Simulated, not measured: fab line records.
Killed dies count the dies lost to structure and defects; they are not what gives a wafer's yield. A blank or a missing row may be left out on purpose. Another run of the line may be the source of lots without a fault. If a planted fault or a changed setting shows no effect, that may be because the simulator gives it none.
Code-filled problem report in 8D (eight disciplines) form | flow sky130 | the parts of the form that need people (team, actions taken, sign-off) are left out

== 1. WHAT WENT WRONG ==
VIA1_W_RS at SKY_VIA1_RS_MEAS_22 reads a mean of 0.377 ohm/sq on 6 wafers of 2 lots; wafers without a fault read 0.430 ohm/sq with a standard deviation of 0.0047. That is -11 standard deviations from the usual mean.
The step: measures by four-point-probe.
Earliest sighting: wafer L937.1 on filmMetro-04 at day 36 23:31. The record holds 30 wafers of 10 lots with a number at this step. The rule behind "out" and "out of limits": a value lying over 4 standard deviations away from the usual mean. The rest of the wafers with a number are treated as sound.

== 2. WHAT THIS IS AND IS NOT ==
question                    | is                         | is not
which readings at this step | VIA1_W_RS                  | -
which lots                  | L937, L939                 | L929, L933, L934, L943, L945, L947, L950, L951
which wafers of those lots  | all that have a number     | -
read on which gauges        | filmMetro-01, filmMetro-04 | filmMetro-03
when                        | from day 36 23:31          | up to then (9 sound wafers); but 15 sound wafers of L943, L945, L947, L950, L951 came after

== 3. WHAT RULES OUT EACH SUSPECT ==
Counting: a tool stays on the suspect list if, at a process step up to the reading, it processed all lots that are out and no sound lot following the first of them.
- the gauge at SKY_VIA1_RS_MEAS_22: ruled out. 2 gauges (filmMetro-01, filmMetro-04) read the wafers that are out.
- plasmaAsher-03 at SKY_VIA1_STRIP_16 (strips in O2/N2): ruled out as a lasting fault. After its first lot that is out, L937 (day 36 22:46), sound lots L943, L950 ran on it.
- cvdW-02 at SKY_VIA1_CVD_21 (deposits W, target thk 270 nm, time 80.902 s): kept. All lots that are out passed through it, beginning with L937 at day 36 23:26, and no sound lot followed; its final sound lot before that point was L934 at day 35 22:16. Its own readings are out on those wafers: chamberPressureTorr.
Remaining after the count: cvdW-02 at SKY_VIA1_CVD_21.

== 4. THE CAUSE (what the simulator had put in) ==
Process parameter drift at SKY_VIA1_CVD_21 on cvdW-02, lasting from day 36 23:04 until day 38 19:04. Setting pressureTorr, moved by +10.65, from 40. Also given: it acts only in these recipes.
This tool alone remained once counting was done.

== 5. THE EFFECT CHAIN, in route order ==
One row per reading whose mean, taken over the struck wafers that have a number, lies over 3 standard deviations from the usual. Only readings whose record carries a usual standard deviation are examined. hours: median over the lots of the time between each lot's start at the first step of this table that gives one and its start at this step. sigmas: the change, counted in usual standard deviations.
hours | step                 | reading             | usual        | on struck wafers | change | sigmas
0     | SKY_VIA1_CVD_21      | chamberPressureTorr | 39.98 Torr   | 50.64            | +10.66 | +99 or more
0     | SKY_VIA1_RS_MEAS_22  | VIA1_W_RS           | 0.430 ohm/sq | 0.377            | -0.053 | -11
0     | SKY_VIA1_THK_MEAS_23 | VIA1_W_THK          | 271 nm       | 307              | +36    | +11
Process steps it contains:
- SKY_VIA1_CVD_21: deposits W, target thk 270 nm, time 80.902 s.

== 6. WHAT WOULD HAVE CAUGHT IT SOONER ==
The first out-of-limits reading at a measuring or inspecting step in this record came at day 36 23:31, 0 hours after the fault's start at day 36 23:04.
Tool's own readings at SKY_VIA1_CVD_21, chamberPressureTorr: out on all struck wafers the step has rows for; an alarm limit on them would have tripped on the first.
Of the lots that are out (2), L939 began SKY_VIA1_CVD_21 on cvdW-02 after day 36 23:31. Holding the tool at that time would have saved it.
